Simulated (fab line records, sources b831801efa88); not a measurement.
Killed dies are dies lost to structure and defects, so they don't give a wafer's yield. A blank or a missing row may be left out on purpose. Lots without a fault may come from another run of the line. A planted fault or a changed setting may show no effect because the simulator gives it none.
Which tool did it? | flow gf180mcu | 13 lots, 39 wafers sampled, at 1 step of a route of 602

WHAT THE GAUGES READ, wafer by wafer
GF_V2_THK_MEAS_03. Usual: V2_CVD_02_THK 848 nm, standard deviation 11.
lot  | measured     | on            | V2_CVD_02_THK (nm) | flag
L391 | day 19 09:53 | film_metro-01 | 844 853 853        |
L393 | day 20 10:17 | film_metro-01 | 845 861 853        |
L394 | day 20 19:42 | film_metro-03 | 830 843 839        |
L395 | day 20 23:52 | film_metro-03 | 860 864 871        |
L396 | day 21 20:59 | film_metro-01 | 840 842 854        |
L399 | day 22 09:04 | film_metro-03 | 859 866 874        |
L400 | day 23 00:22 | film_metro-02 | 834 851 850        |
L401 | day 23 05:30 | film_metro-02 | 840 861 855        |
L404 | day 24 02:00 | film_metro-03 | 820 841 844        |
L406 | day 24 21:03 | film_metro-01 | 842 838 859        |
L408 | day 25 12:31 | film_metro-03 | 839 847 859        |
L410 | day 26 03:26 | film_metro-03 | 839 845 861        |
L412 | day 26 16:56 | film_metro-02 | 830 851 859        |

WHICH TOOL RAN EACH LOT (tool, then ch and the chambers of the sampled wafers, then the start)
The record holds no process step before these readings.

WHAT THE TOOLS THEMSELVES READ (means of the sampled wafers that have a number; where no wafer has one, the mark that the record gives instead)
The record holds no such reading with a usual standard deviation.

THE ANSWER, worked out from the rows above alone
Rule: a lot is off if the mean of its wafers that have a number lies more than 3 standard deviations from the usual mean. A lot without any number at a reading at which 4 lots or more have one is off too. The other lots that the step has rows for count as sound. The gauges are gone through in route order, then the tools' own readings, and for those a lot's mean is taken as printed above. The first step at which some lot is off is used, and at that step the reading that is off furthest; a lot without a number counts as furthest.
No lot is off at any reading shown: from this, nothing can be told.

WHAT THE SIMULATOR HAD PUT IN
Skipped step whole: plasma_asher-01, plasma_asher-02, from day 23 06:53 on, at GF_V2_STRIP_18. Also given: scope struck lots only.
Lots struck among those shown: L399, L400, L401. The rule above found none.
